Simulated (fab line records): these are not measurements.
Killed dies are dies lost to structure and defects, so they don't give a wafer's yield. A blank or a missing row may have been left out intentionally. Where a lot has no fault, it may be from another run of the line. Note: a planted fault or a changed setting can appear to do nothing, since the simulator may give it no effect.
Chamber matching || flow sfq line || SFQ_TRILAYER_A5B_DEP_PECVD_129 on pecvd-04: 3 sister chambers
The step deposits SiO2 from SiH4/N2O, time 133.33 s, target thk 600 nm. 16 wafers are shown with their chamber, then 8 later ones without.

WAFERS WITH THEIR CHAMBER
{"wafer": "L685.1", "chamber": 1, "throttle valve pct (%)": 22.6, "heater power w (W)": 70}
{"wafer": "L685.2", "chamber": 2, "throttle valve pct (%)": 24.3, "heater power w (W)": 86}
{"wafer": "L685.6", "chamber": 0, "throttle valve pct (%)": 25.5, "heater power w (W)": 76}
{"wafer": "L686.2", "chamber": 0, "throttle valve pct (%)": 25.5, "heater power w (W)": 87}
{"wafer": "L686.3", "chamber": 2, "throttle valve pct (%)": 24.3, "heater power w (W)": 101}
{"wafer": "L686.6", "chamber": 0, "throttle valve pct (%)": 25.5, "heater power w (W)": 90}
{"wafer": "L689.3", "chamber": 2, "throttle valve pct (%)": 24.9, "heater power w (W)": 99}
{"wafer": "L689.5", "chamber": 0, "throttle valve pct (%)": 25.5, "heater power w (W)": 89}
{"wafer": "L689.6", "chamber": 2, "throttle valve pct (%)": 24.7, "heater power w (W)": 83}
{"wafer": "L691.1", "chamber": 1, "throttle valve pct (%)": 23.1, "heater power w (W)": 70}
{"wafer": "L691.4", "chamber": 2, "throttle valve pct (%)": 24.9, "heater power w (W)": 97}
{"wafer": "L691.5", "chamber": 1, "throttle valve pct (%)": 22.8, "heater power w (W)": 73}
{"wafer": "L693.2", "chamber": 0, "throttle valve pct (%)": 25.6, "heater power w (W)": 80}
{"wafer": "L693.3", "chamber": 1, "throttle valve pct (%)": 23.2, "heater power w (W)": 78}
{"wafer": "L693.4", "chamber": 0, "throttle valve pct (%)": 25.5, "heater power w (W)": 86}
{"wafer": "L702.1", "chamber": 1, "throttle valve pct (%)": 23.2, "heater power w (W)": 73}

SIGNATURES, as means of the wafers listed above
{"reading": "throttle valve pct", "chamber 0": 25.517, "chamber 1": 22.980, "chamber 2": 24.620, "scatter within a chamber": 0.226}
{"reading": "heater power w", "chamber 0": 84.67, "chamber 1": 72.80, "chamber 2": 93.20, "scatter within a chamber": 5.94}
Rule: for each reading, subtract the chamber's mean from the wafer's reading, divide by that reading's scatter and square the result; add these up over the readings and take the root, which gives the wafer's distance from the chamber. If the next closest chamber is less than 2 further off than the closest, the wafer can't be placed; otherwise it belongs to the closest. How the scatter is found: for the shown wafers, subtract from each reading the mean of its chamber, square and add these, divide the total by (wafers less chambers), then take the root.

WAFERS WHOSE CHAMBER IS MISSING
{"wafer": "L702.3", "throttle valve pct (%)": 25.0, "heater power w (W)": 91}
{"wafer": "L702.4", "throttle valve pct (%)": 23.2, "heater power w (W)": 75}
{"wafer": "L703.1", "throttle valve pct (%)": 25.2, "heater power w (W)": 92}
{"wafer": "L703.2", "throttle valve pct (%)": 25.5, "heater power w (W)": 77}
{"wafer": "L703.4", "throttle valve pct (%)": 25.3, "heater power w (W)": 93}
{"wafer": "L706.1", "throttle valve pct (%)": 25.4, "heater power w (W)": 96}
{"wafer": "L706.4", "throttle valve pct (%)": 25.6, "heater power w (W)": 91}
{"wafer": "L706.5", "throttle valve pct (%)": 25.1, "heater power w (W)": 99}

WHICH CHAMBER EACH WENT THROUGH
{"wafer": "L702.3", "from the rows above": "can't be placed: 2 or 0", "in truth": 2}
{"wafer": "L702.4", "from the rows above": 1, "in truth": 1}
{"wafer": "L703.1", "from the rows above": "can't be placed: 0 or 2", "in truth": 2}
{"wafer": "L703.2", "from the rows above": 0, "in truth": 0}
{"wafer": "L703.4", "from the rows above": "can't be placed: 0 or 2", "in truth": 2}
{"wafer": "L706.1", "from the rows above": "can't be placed: 0 or 2", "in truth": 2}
{"wafer": "L706.4", "from the rows above": 0, "in truth": 0}
{"wafer": "L706.5", "from the rows above": "can't be placed: 2 or 0", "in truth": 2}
Correctly placed: 3 of 8. Can't be placed from these rows: 5 (the true chamber is among the candidates in 5). Placed wrongly: 0.
